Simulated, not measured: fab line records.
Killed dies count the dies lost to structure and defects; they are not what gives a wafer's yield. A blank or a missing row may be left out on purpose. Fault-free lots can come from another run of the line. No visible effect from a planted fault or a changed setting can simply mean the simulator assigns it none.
Comparing a struck lot with a sound one | flow gf180mcu | 32 out of 602 route steps
Sound: wafers L292.1, L292.4, L292.6. Wafers L303.2, L303.4, L303.6 were the ones struck. The cause is named last.
For every step that has rows: the tool of each side, followed by ch and its chambers, followed by its first start. Under that, the readings that differ: sound wafers | struck wafers | difference of the means | sigmas: that difference in standard deviations of wafers without a fault.
alike: words and numbers the same on both sides, and readings whose means are apart by under 2 such deviations; not compared: readings that were withheld, readings missing a value for some wafer, numbers with overlapping values and no deviation given by the record, and bounds like >300 which may hide the same value.
A row with sigmas, a row that says differs or no value, or rows on one side alone: a step with any of these is where the two part. Non-overlapping numbers with no deviation appear without sigmas and do not part them. A reading that every wafer of one side lacks parts them only if that side has two wafers or more.

GF_HV_LDD_THK_MEAS_57:
  sound on filmMetro-01 at day 13 04:58; struck on filmMetro-01 at day 17 06:07
  alike: HV_LDD_CVD_56_THK
GF_HV_LDD_ETCHBACK_58: etches Si3N4 in CH3F/O2, stops on SiO2, time 100 s, target depth 90 nm.
  sound on rieDiel-04 ch 0,1, day 13 05:01; struck on rieDiel-03 ch 0,1, day 17 06:10
  alike: O2_flow_sccm, drypumpMotorCurrentA, oesProductAu, throttleValvePct
  not compared: rfHoursCounterH
then, 7 steps without rows for these wafers: GF_NSD_DEHYDRATE_00 (time 60 s); GF_NSD_HMDS_01 (prime time 60 s); GF_NSD_COAT_02 (resist thk 1000 nm); GF_NSD_SOFTBAKE_03 (time 60 s); GF_NSD_EXPOSE_04 (exposes mask Nplus, target cd 400 nm); GF_NSD_PEB_05; GF_NSD_DEVELOP_06 (develop time 60 s).
GF_NSD_CD_MEAS_07 targets a cd of 400 nm.
  sound on cdSem-02 at day 14 01:28; struck on cdSem-02 at day 18 05:26
  alike: cdNm
GF_NSD_OVL_MEAS_08:
  sound on overlay-02 at day 14 01:35; struck on overlay-02 at day 18 05:32
  alike: NSD_OVL
then, 1 step without rows for these wafers: GF_NSD_IMPLANT_09.
GF_NSD_IMPLANT_10:
  sound on implanter-02 ch 0, day 14 01:46; struck on implanter-04 ch 0, day 18 05:45
reading     | sound                         | struck                        | difference | sigmas
doseIonsCm2 | 4.996e+14 5.004e+14 4.989e+14 | 5.205e+14 5.208e+14 5.208e+14 | +2.107e+13 | +46
  alike: tiltDeg
GF_NSD_STRIP_11: strips in O2/N2.
  sound on plasmaAsher-04 ch 0,1, day 14 01:55; struck on plasmaAsher-04 ch 0,1, day 18 05:52
  alike: drypumpMotorCurrentA, heaterPowerW, oesProductAu, stripTimeToEndpointS
  not compared: rfHoursCounterH
GF_NSD_TW_MEAS_12:
  sound on filmMetro-03 at day 14 02:01; struck on filmMetro-03 at day 18 05:59
  alike: NSD_TW
then, 7 steps without rows for these wafers: GF_PSD_DEHYDRATE_00 (time 60 s); GF_PSD_HMDS_01 (prime time 60 s); GF_PSD_COAT_02 (resist thk 1000 nm); GF_PSD_SOFTBAKE_03 (time 60 s); GF_PSD_EXPOSE_04 (exposes mask Pplus, target cd 400 nm); GF_PSD_PEB_05; GF_PSD_DEVELOP_06 (develop time 61.15 s).
GF_PSD_CD_MEAS_07 targets a cd of 400 nm.
  sound on cdSem-01 at day 14 23:49; struck on cdSem-01 at day 19 05:49
  alike: cdNm
GF_PSD_OVL_MEAS_08:
  sound on overlay-02 at day 14 23:56; struck on overlay-01 at day 19 05:55
  alike: PSD_OVL
then, 1 step without rows for these wafers: GF_PSD_IMPLANT_09.
GF_PSD_STRIP_10: strips in O2/N2.
  sound on plasmaAsher-03 ch 0, day 15 00:07; struck on plasmaAsher-01 ch 0,1, day 19 06:06
  alike: drypumpMotorCurrentA, heaterPowerW, oesProductAu, stripTimeToEndpointS
  not compared: rfHoursCounterH
GF_PSD_TW_MEAS_11:
  sound on filmMetro-03 at day 15 00:13; struck on filmMetro-03 at day 19 06:13
  alike: PSD_TW
then, 1 step without rows for these wafers: GF_PSD_CLEAN_12 (cleans in SC1/SC2, time 150 s).
GF_PSD_RTA_13: time 20 s.
  sound on rtpAnneal-02 ch 0, day 15 00:20; struck on rtpAnneal-01 ch 0, day 19 06:20
reading          | sound    | struck   | difference | sigmas
lampPowerPct (%) | 39 39 39 | 33 33 33 | -6         | -2
  alike: wafer_temp_C_max
GF_PSD_RS_MEAS_14: a four-point-probe measurement.
  sound on filmMetro-04 at day 15 00:25; struck on filmMetro-03 at day 19 06:25
reading         | sound             | struck            | difference | sigmas
NSD_RS (ohm/sq) | 46.10 46.20 46.15 | 45.90 45.82 45.82 | -0.30      | -4
GF_PSD_RS_MEAS_15: a four-point-probe measurement.
  sound on filmMetro-04 at day 15 00:32; struck on filmMetro-03 at day 19 06:32
  alike: PSD_RS
-- the record jumps here: 14 days lie between the struck wafers' starts before and after (it left off in module PSD and takes up again in module PASSIVATION, whose first step shown is number 602 of the route) --
GF_PASSIVATION_PROBE_99:
  only the struck wafers here have rows in the record (prober-02, day 32 23:47); the sound ones have none

== WHERE THEY PART ==
First at GF_NSD_IMPLANT_10; last, within this record, at GF_PASSIVATION_PROBE_99.

WHY: whatever the simulator had introduced
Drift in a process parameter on implanter-04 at GF_NSD_IMPLANT_10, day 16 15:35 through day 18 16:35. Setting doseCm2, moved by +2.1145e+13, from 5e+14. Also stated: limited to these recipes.
